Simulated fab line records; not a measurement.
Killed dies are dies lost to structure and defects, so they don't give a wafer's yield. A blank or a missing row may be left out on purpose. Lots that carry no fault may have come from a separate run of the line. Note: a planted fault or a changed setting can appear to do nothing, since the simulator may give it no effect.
fab line records	flow gf180mcu
[record] lots = 11	wafers = 33	last_day = 33
route steps=602 shown CONTACT@314 M1@319
lots that met no fault: taken from a fault-free run of the same line
start_h: the number of hours between the record's first day and the start of the first shown wafer of the lot	wait_h: hours since the lot's step before	" the same as in the row above	L1.1+2: a row that stands for several wafers	- either no value or no given start	* or withheld: withheld	< > ~ a bound
route shown NAME@n: a module of which the file shows steps, and the number in the route of the first	usual: mean/standard deviation taken from wafers without a fault	same: alike in all rows	chamber/n: place in a boat	sites: per-site readings	_std_site: the standard deviation of these	_edge_site: outer sites' mean less inner sites'	radius_mm: how far each site lies from the wafer's centre	mask NAME#n: copy n	behind: tool/chamber where the wafer was last shaped	hold: reason for holding the lot/hours on hold/outcome of the hold	device: names the non-switching transistor (n, p or np)	end of line: tests of these same wafers at the route's end	step lacking rows: just its recipe	killed: count of dies lost to structure and defects at first sort (not the wafer's yield)	map: the dies of a wafer, with x for killed, . for not killed, _ for no die there
set.NAME: setting as actually run; set.NAME@STEP: the setting as run at that earlier step	model.NAME: the simulator's own value behind a step, which no gauge read
route steps across a sampled set of lots; one table per step, one row per wafer
services: a tool's chamber out of use, with start hour (start_h, from the record's first day; less than 0 if before it), hours out, and reason
[[steps]]
[step GF_CONTACT_CMP_27]
[recipe] stop_on = SiO2	down_force_psi = 3.5	platen_rpm = 60	t_overpolish_s = 13.59	target_thk_nm = 0	pad_velocity_m_s = 0.94248
[usual] motor_current_A = 10.7/0.92	overpolish_run_s = 13.590/0.0089	time_to_endpoint_s = 73/3.4
lot.wafer	tool	chamber	start_h	wait_h	motor_current_A	overpolish_run_s	time_to_endpoint_s
L658.1	cmp-01	0	377.16	0.1	9.9	13.595	77
L658.3	"	2	"	"	9.6	13.579	75
L658.6	"	3	"	"	13.4	13.585	71
L659.4	cmp-01	2	381.19	0.4	10.1	13.589	75
L659.5	"	0	"	"	9.9	13.597	75
L659.6	"	1	"	"	11.3	13.595	69
L660.4	cmp-01	2	391.92	0.1	9.7	13.586	73
L660.6	"	0	"	"	9.7	13.605	78
L660.5	"	1	"	"	11.5	13.609	69
L662.4	cmp-02	1	407.18	0.1	9.9	13.591	77
L662.1	"	0	"	"	10.6	13.607	71
L662.6	"	2	"	"	11.3	13.588	70
L663.2	cmp-01	2	422.34	0.1	9.9	13.583	81
L663.1	"	3	"	"	12.4	13.578	74
L663.3	"	0	"	"	10.5	13.595	80
L664.4	cmp-01	3	432.86	0.2	13.0	13.591	73
L664.3	"	2	"	"	9.6	13.586	72
L664.6	"	0	"	"	11.2	13.581	77
L665.3	cmp-01	2	438.73	0.1	9.6	13.580	76
L665.2	"	3	"	"	12.6	13.594	72
L665.4	"	0	"	"	9.9	13.593	76
L666.4	cmp-01	3	443.02	0.3	13.0	13.577	70
L666.3	"	0	"	"	10.4	13.594	75
L666.1	"	2	"	"	9.3	13.570	78
L667.4	cmp-02	2	458.32	0.2	10.9	13.580	76
L667.1	"	3	"	"	11.1	13.580	74
L667.5	"	1	"	"	10.1	13.590	76
L669.1	cmp-01	1	481.12	0.1	11.3	13.602	74
L669.3	"	3	"	"	12.6	13.605	69
L669.2	"	0	"	"	9.6	13.577	81
L673.4	cmp-01	0	511.10	0.2	10.2	13.597	82
L673.6	"	1	"	"	11.3	13.610	73
L673.5	"	2	"	"	10.1	13.587	77
[step GF_M1_SPUTTER_04]
[recipe] material = TiN	target_thk_nm = 50	power_w = 6500	time_s = 41.7	chamber_pressure_pa = 0.4
[usual] cathode_dc_power_W = 6499.9/1.3	throttle_valve_pct = 29.9/1.4
lot.wafer	tool	chamber	start_h	wait_h	cathode_dc_power_W	throttle_valve_pct
L658.1	pvd_sputter-02	-	377.59	0.0	6500.6	28.2
L658.3	"	-	"	"	6501.1	31.8
L658.6	"	-	"	"	6499.1	32.0
L659.4	pvd_sputter-01	-	381.57	0.0	6500.3	30.1
L659.5	"	-	"	"	6498.1	31.1
L659.6	"	-	"	"	6498.9	29.2
L660.4	pvd_sputter-01	-	392.30	0.0	6498.8	28.9
L660.5	"	-	"	"	6499.5	31.5
L660.6	"	-	"	"	6500.8	29.0
L662.1	pvd_sputter-02	-	407.66	0.0	6501.2	29.1
L662.4	"	-	"	"	6498.6	32.1
L662.6	"	-	"	"	6499.6	29.2
L663.1	pvd_sputter-02	-	422.77	0.0	6499.1	31.4
L663.2	"	-	"	"	6499.5	29.4
L663.3	"	-	"	"	6500.7	32.2
L664.3	pvd_sputter-03	-	433.34	0.0	6497.7	28.6
L664.4	"	-	"	"	6499.2	29.6
L664.6	"	-	"	"	6499.5	29.6
L665.2	pvd_sputter-01	-	439.16	0.0	6500.5	30.1
L665.3	"	-	"	"	6501.3	31.3
L665.4	"	-	"	"	6500.6	31.2
L666.1	pvd_sputter-01	-	443.51	0.0	6499.6	30.0
L666.3	"	-	"	"	6498.8	31.2
L666.4	"	-	"	"	6498.5	29.0
L667.1	pvd_sputter-03	-	458.70	0.0	6500.5	29.3
L667.4	"	-	"	"	6499.8	28.4
L667.5	"	-	"	"	6498.6	28.9
L669.1	pvd_sputter-02	-	481.60	0.0	6499.9	32.0
L669.2	"	-	"	"	6498.3	31.5
L669.3	"	-	"	"	6497.9	29.4
L673.4	pvd_sputter-02	-	511.43	0.0	6496.2	27.7
L673.5	"	-	"	"	6497.6	27.8
L673.6	"	-	"	"	7902.1	32.1
[step GF_M1_RS_MEAS_05]
[recipe] thk_meas_gauge = four-point-probe	reads = TiN_of_M1_SPUTTER_04+Ti_of_M1_SPUTTER_03+AlCu_of_M1_SPUTTER_02+TiN_of_M1_SPUTTER_01+Ti_of_M1_SPUTTER_00
[usual] M1_ALCU_RS = 0.0696/0.00053
lot.wafer	tool	chamber	start_h	wait_h	M1_ALCU_RS[ohm/sq]
L658.1	film_metro-03	-	377.63	0.0	0.0694
L658.3	"	-	"	"	0.0699
L658.6	"	-	"	"	0.0696
L659.4	film_metro-02	-	381.67	0.1	0.0697
L659.5	"	-	"	"	0.0696
L659.6	"	-	"	"	0.0695
L660.4	film_metro-03	-	392.40	0.1	0.0692
L660.5	"	-	"	"	0.0689
L660.6	"	-	"	"	0.0684
L662.1	film_metro-04	-	407.70	0.0	0.0706
L662.4	"	-	"	"	0.0705
L662.6	"	-	"	"	0.0705
L663.1	film_metro-03	-	422.81	0.0	0.0707
L663.2	"	-	"	"	0.0704
L663.3	"	-	"	"	0.0701
L664.3	film_metro-02	-	433.42	0.1	0.0701
L664.4	"	-	"	"	0.0709
L664.6	"	-	"	"	0.0703
L665.2	film_metro-02	-	439.22	0.0	0.0695
L665.3	"	-	"	"	0.0697
L665.4	"	-	"	"	0.0695
L666.1	film_metro-02	-	443.55	0.0	0.0696
L666.3	"	-	"	"	0.0698
L666.4	"	-	"	"	0.0698
L667.1	film_metro-04	-	458.74	0.0	0.0693
L667.4	"	-	"	"	0.0697
L667.5	"	-	"	"	0.0688
L669.1	film_metro-04	-	481.64	0.0	0.0695
L669.2	"	-	"	"	0.0695
L669.3	"	-	"	"	0.0694
L673.4	film_metro-03	-	511.53	0.1	0.0695
L673.5	"	-	"	"	0.0693
L673.6	"	-	"	"	0.0699
[step GF_M1_THK_MEAS_06]
[recipe] thk_meas_gauge = xrf	reads = AlCu_of_M1_SPUTTER_02
[usual] M1_ALCU_THK = 456/3.9
lot.wafer	tool	chamber	start_h	wait_h	M1_ALCU_THK[nm]
L658.1	film_metro-03	-	377.75	0.1	456
L658.3	"	-	"	"	457
L658.6	"	-	"	"	455
L659.4	film_metro-02	-	381.76	0.1	455
L659.5	"	-	"	"	456
L659.6	"	-	"	"	455
L660.4	film_metro-03	-	392.49	0.1	457
L660.5	"	-	"	"	459
L660.6	"	-	"	"	461
L662.1	film_metro-04	-	407.82	0.1	452
L662.4	"	-	"	"	448
L662.6	"	-	"	"	448
L663.1	film_metro-03	-	422.93	0.1	449
L663.2	"	-	"	"	449
L663.3	"	-	"	"	450
L664.3	film_metro-02	-	433.52	0.1	451
L664.4	"	-	"	"	448
L664.6	"	-	"	"	452
L665.2	film_metro-02	-	439.33	0.1	457
L665.3	"	-	"	"	456
L665.4	"	-	"	"	457
L666.1	film_metro-02	-	443.67	0.1	456
L666.3	"	-	"	"	454
L666.4	"	-	"	"	456
L667.1	film_metro-04	-	458.86	0.1	461
L667.4	"	-	"	"	458
L667.5	"	-	"	"	462
L669.1	film_metro-04	-	481.76	0.1	453
L669.2	"	-	"	"	454
L669.3	"	-	"	"	454
L673.4	film_metro-03	-	511.62	0.1	455
L673.5	"	-	"	"	459
L673.6	"	-	"	"	443
[step GF_M1_METAL_ETCH_16]
[recipe] chemistry = Cl2/BCl3	mask_material = KrF	target_depth_nm = 750.8	stop_on = SiO2	pressure_mtorr = 8	icp_w = 800	bias_w = 140	Cl2_flow_sccm = 80	bcl3_flow_sccm = 40	time_s = 125.1
[usual] bias_w = 140.0/0.42	drypump_motor_current_A = 5.7/0.67	oes_product_au = 0.988/0.0069	throttle_valve_pct = 28.232/0.011
lot.wafer	tool	chamber	start_h	wait_h	bias_w	drypump_motor_current_A	oes_product_au	rf_hours_counter_h	throttle_valve_pct
L658.1	rie_metal-04	1	400.53	0.0	140.0	6.3	1.002	9	28.228
L658.3	"	0	"	"	140.2	5.2	0.983	-	28.232
L658.6	"	0	"	"	140.2	5.2	0.985	-	28.240
L659.4	rie_metal-04	1	405.55	0.1	140.1	6.3	0.992	-	28.215
L659.5	"	0	"	"	139.7	5.2	0.985	-	28.251
L659.6	"	1	"	"	139.8	6.3	0.994	-	28.230
L660.4	rie_metal-04	0	415.95	0.1	139.2	5.2	0.981	-	28.228
L660.5	"	0	"	"	139.9	5.2	0.986	-	28.234
L660.6	"	1	"	"	139.6	6.3	0.994	-	28.232
L662.1	rie_metal-03	1	432.52	0.0	140.2	6.5	0.994	10	28.210
L662.4	"	0	"	"	140.4	4.9	0.989	-	28.223
L662.6	"	0	"	"	140.1	4.9	0.987	-	28.223
L663.1	rie_metal-04	1	447.11	0.0	140.5	6.3	0.988	11	28.237
L663.2	"	0	"	"	139.5	5.2	0.983	3	28.238
L663.3	"	0	"	"	139.6	5.2	0.982	-	28.239
L664.3	rie_metal-04	1	457.60	0.1	140.0	6.3	0.997	-	28.226
L664.4	"	0	"	"	141.2	5.2	0.986	-	28.239
L664.6	"	0	"	"	140.9	5.2	0.989	-	28.247
L665.2	rie_metal-01	0	463.20	0.1	140.3	5.2	0.986	-	28.232
L665.3	"	0	"	"	140.6	5.2	0.984	-	28.233
L665.4	"	0	"	"	140.2	5.2	0.985	-	28.238
L666.1	rie_metal-01	1	467.91	0.0	139.2	5.4	0.993	0	28.221
L666.3	"	0	"	"	139.2	5.2	0.980	-	28.240
L666.4	"	1	"	"	139.3	5.4	0.999	-	28.224
L667.1	rie_metal-01	0	483.36	0.0	140.1	5.2	0.989	11	28.233
L667.4	"	1	"	"	140.3	5.4	0.987	-	28.223
L667.5	"	1	"	"	140.3	5.4	0.989	-	28.224
L669.1	rie_metal-04	0	505.66	0.0	139.8	5.2	0.977	4	28.248
L669.2	"	1	"	"	139.9	6.3	0.990	12	28.239
L669.3	"	0	"	"	139.4	5.2	0.979	-	28.241
L673.4	rie_metal-04	1	534.30	0.1	140.1	6.3	0.991	-	28.244
L673.5	"	1	"	"	140.4	6.3	0.987	-	28.228
L673.6	"	0	"	"	139.9	5.2	0.981	-	28.248
[[services]]
tool	chamber	start_h	hours	kind
cmp-02	-	380.15	6.2	pm
cmp-01	-	404.00	4.0	pm
pvd_sputter-02	-	404.45	2.6	repair
cmp-01	-	408.00	-	consumable_replace:conditioner
cmp-01	-	408.00	-	consumable_replace:pad
pvd_sputter-01	3	428.49	-	consumable_replace:kit
pvd_sputter-01	3	428.49	18.0	scheduled_down
pvd_sputter-01	3	428.49	18.0	vent_cycle
cmp-02	-	441.96	1.8	pm
rie_metal-01	1	446.25	-	clean
rie_metal-01	1	446.25	21.5	scheduled_down
rie_metal-01	1	446.25	21.5	vent_cycle
cmp-02	-	448.48	0.2	repair
cmp-02	-	453.60	0.2	repair
cmp-02	-	479.98	0.5	repair
pvd_sputter-02	1	489.11	-	consumable_replace:kit
pvd_sputter-02	1	489.11	18.0	scheduled_down
pvd_sputter-02	1	489.11	18.0	vent_cycle
rie_metal-03	0	494.26	-	clean
rie_metal-03	0	494.26	21.0	scheduled_down
rie_metal-03	0	494.26	21.0	vent_cycle
rie_metal-03	1	515.24	-	clean
rie_metal-03	1	515.24	20.5	scheduled_down
cmp-01	-	518.34	1.6	repair
[[key]]
[first_sign] step = GF_M1_SPUTTER_04	reading = cathode_dc_power_W	direction = up	sigmas = 99+	usual = 6499.9	struck = 7902.1
[effect] step = GF_M1_THK_MEAS_06	reading = M1_ALCU_THK	direction = down	sigmas = 3.5	usual = 456	struck = 443
met_at GF_M1_SPUTTER_04
struck_lots L673
struck_wafers L673.6
not_acting_at GF_CONTACT_CMP_27,GF_M1_RS_MEAS_05,GF_M1_METAL_ETCH_16
onset_between 481.60 511.43
[fault] kind = process_parameter_drift	tool = pvd_sputter-02	chamber = -	onset_h = 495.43	steps = GF_M1_SPUTTER_04	channel = power_w	offset = 1404.3	shape = step	end_h = 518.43	acts_in = these_recipes_only	stated = 6500	scope = struck_wafers_only
